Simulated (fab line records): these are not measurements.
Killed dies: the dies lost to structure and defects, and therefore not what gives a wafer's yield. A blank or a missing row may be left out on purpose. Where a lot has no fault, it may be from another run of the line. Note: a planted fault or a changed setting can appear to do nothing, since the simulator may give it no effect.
What tool caused it? / flow gf180mcu / 33 wafers from 11 lots sampled at 5 of the route's 602 steps

## WHAT EACH GAUGE READ, for each wafer
GF_PSD_RS_MEAS_14: measures by four-point-probe.
lot=L556; measured=day 14 13:51; on=film-metro-04; NSD_RS (ohm/sq)=46.24 46.15 46.27
lot=L559; measured=day 15 02:11; on=film-metro-02; NSD_RS (ohm/sq)=46.05 46.06 46.10
lot=L560; measured=day 15 16:58; on=film-metro-04; NSD_RS (ohm/sq)=46.09 46.10 46.11
lot=L566; measured=day 17 19:04; on=film-metro-02; NSD_RS (ohm/sq)=46.13 46.36 46.20
lot=L567; measured=day 18 06:15; on=film-metro-02; NSD_RS (ohm/sq)=45.55 45.56 45.42
lot=L568; measured=day 18 16:06; on=film-metro-03; NSD_RS (ohm/sq)=45.65 45.55 45.65
lot=L569; measured=day 19 04:51; on=film-metro-02; NSD_RS (ohm/sq)=46.08 46.18 46.10
lot=L575; measured=day 21 08:40; on=film-metro-03; NSD_RS (ohm/sq)=46.02 46.10 46.06
lot=L576; measured=day 21 17:00; on=film-metro-03; NSD_RS (ohm/sq)=46.02 46.13 46.03
lot=L578; measured=day 22 04:17; on=film-metro-04; NSD_RS (ohm/sq)=46.00 46.15 46.13
lot=L579; measured=day 22 12:52; on=film-metro-03; NSD_RS (ohm/sq)=46.06 46.15 46.14

## EACH LOT AND THE TOOL THAT RAN IT (in order: tool; ch and the chambers of the sampled wafers; start)
lot=L556; GF_HV_LDD_STRIP_10=plasma-asher-01 ch 0,1, day 10 08:01; GF_HV_LDD_STRIP_22=plasma-asher-01 ch 0,1, day 11 01:49; GF_NSD_IMPLANT_09=implanter-03 ch 0, day 13 16:15; GF_NSD_STRIP_11=plasma-asher-04 ch 0,1, day 13 16:33
lot=L559; GF_HV_LDD_STRIP_10=plasma-asher-02 ch 0,1, day 10 18:58; GF_HV_LDD_STRIP_22=plasma-asher-02 ch 0,1, day 11 14:13; GF_NSD_IMPLANT_09=implanter-04 ch 0, day 14 04:41; GF_NSD_STRIP_11=plasma-asher-02 ch 1, day 14 04:58
lot=L560; GF_HV_LDD_STRIP_10=plasma-asher-03 ch 0,1, day 11 08:25; GF_HV_LDD_STRIP_22=plasma-asher-02 ch 0,1, day 12 03:22; GF_NSD_IMPLANT_09=implanter-01 ch 0, day 14 19:18; GF_NSD_STRIP_11=plasma-asher-02 ch 0,1, day 14 19:36
lot=L566; GF_HV_LDD_STRIP_10=plasma-asher-03 ch 0,1, day 13 03:35; GF_HV_LDD_STRIP_22=plasma-asher-02 ch 0,1, day 13 23:49; GF_NSD_IMPLANT_09=implanter-03 ch 0, day 16 18:48; GF_NSD_STRIP_11=plasma-asher-01 ch 0,1, day 16 19:06
lot=L567; GF_HV_LDD_STRIP_10=plasma-asher-03 ch 0, day 13 12:51; GF_HV_LDD_STRIP_22=plasma-asher-02 ch 0,1, day 14 09:28; GF_NSD_IMPLANT_09=implanter-03 ch 0, day 17 06:24; GF_NSD_STRIP_11=plasma-asher-02 ch 0,1, day 17 06:42
lot=L568; GF_HV_LDD_STRIP_10=plasma-asher-01 ch 0,1, day 13 20:00; GF_HV_LDD_STRIP_22=plasma-asher-01 ch 0,1, day 14 17:22; GF_NSD_IMPLANT_09=implanter-03 ch 0, day 17 15:58; GF_NSD_STRIP_11=plasma-asher-04 ch 0,1, day 17 16:16
lot=L569; GF_HV_LDD_STRIP_10=plasma-asher-01 ch 0,1, day 14 06:23; GF_HV_LDD_STRIP_22=plasma-asher-01 ch 0,1, day 15 04:11; GF_NSD_IMPLANT_09=implanter-01 ch 0, day 18 03:49; GF_NSD_STRIP_11=plasma-asher-02 ch 0,1, day 18 04:05
lot=L575; GF_HV_LDD_STRIP_10=plasma-asher-01 ch 0,1, day 16 05:25; GF_HV_LDD_STRIP_22=plasma-asher-02 ch 1, day 17 04:08; GF_NSD_IMPLANT_09=implanter-04 ch 0, day 20 07:32; GF_NSD_STRIP_11=plasma-asher-01 ch 0,1, day 20 07:49
lot=L576; GF_HV_LDD_STRIP_10=plasma-asher-01 ch 0,1, day 16 12:55; GF_HV_LDD_STRIP_22=plasma-asher-03 ch 1, day 17 11:28; GF_NSD_IMPLANT_09=implanter-04 ch 0, day 20 15:57; GF_NSD_STRIP_11=plasma-asher-01 ch 0,1, day 20 16:15
lot=L578; GF_HV_LDD_STRIP_10=plasma-asher-01 ch 0,1, day 17 01:43; GF_HV_LDD_STRIP_22=plasma-asher-01 ch 0,1, day 18 01:13; GF_NSD_IMPLANT_09=implanter-03 ch 0, day 21 04:39; GF_NSD_STRIP_11=plasma-asher-01 ch 0,1, day 21 04:57
lot=L579; GF_HV_LDD_STRIP_10=plasma-asher-03 ch 0, day 17 08:21; GF_HV_LDD_STRIP_22=plasma-asher-01 ch 0, day 18 08:21; GF_NSD_IMPLANT_09=implanter-04 ch 0, day 21 12:35; GF_NSD_STRIP_11=plasma-asher-02 ch 0,1, day 21 12:51
- GF_HV_LDD_STRIP_10: strips in O2/N2.
- GF_HV_LDD_STRIP_22: strips in O2/N2.
- GF_NSD_IMPLANT_09
- GF_NSD_STRIP_11: strips in O2/N2.

## THE ANSWER, worked out from the rows above alone
Rule: the lots themselves supply what counts as usual. Put in order of their means at a reading, lots are off if they are a third of the lots or fewer, leave a main group of 4 or more, and stand apart from it by a gap of 3 or more times the standard deviation of the main group's means; of several such gaps the widest counts. Not used: any main group whose means are identical at the precision the tables above print for the reading. Also off: a lot with no number at a reading for which 4 or more lots have one. Where the step has rows for the other lots, those lots are counted as sound.
Off: L567, L568, at GF_PSD_RS_MEAS_14 (NSD_RS). Mean 46.12 ohm/sq and standard deviation 0.06 in the main group.
A tool fits if, at a process step before that reading, it ran every lot that is off, and no sound lot after the first of them. Those tools and the gauges at GF_PSD_RS_MEAS_14 are tried in the same way. Of those tried, none fits.

## WHAT HAD BEEN PUT IN BY THE SIMULATOR
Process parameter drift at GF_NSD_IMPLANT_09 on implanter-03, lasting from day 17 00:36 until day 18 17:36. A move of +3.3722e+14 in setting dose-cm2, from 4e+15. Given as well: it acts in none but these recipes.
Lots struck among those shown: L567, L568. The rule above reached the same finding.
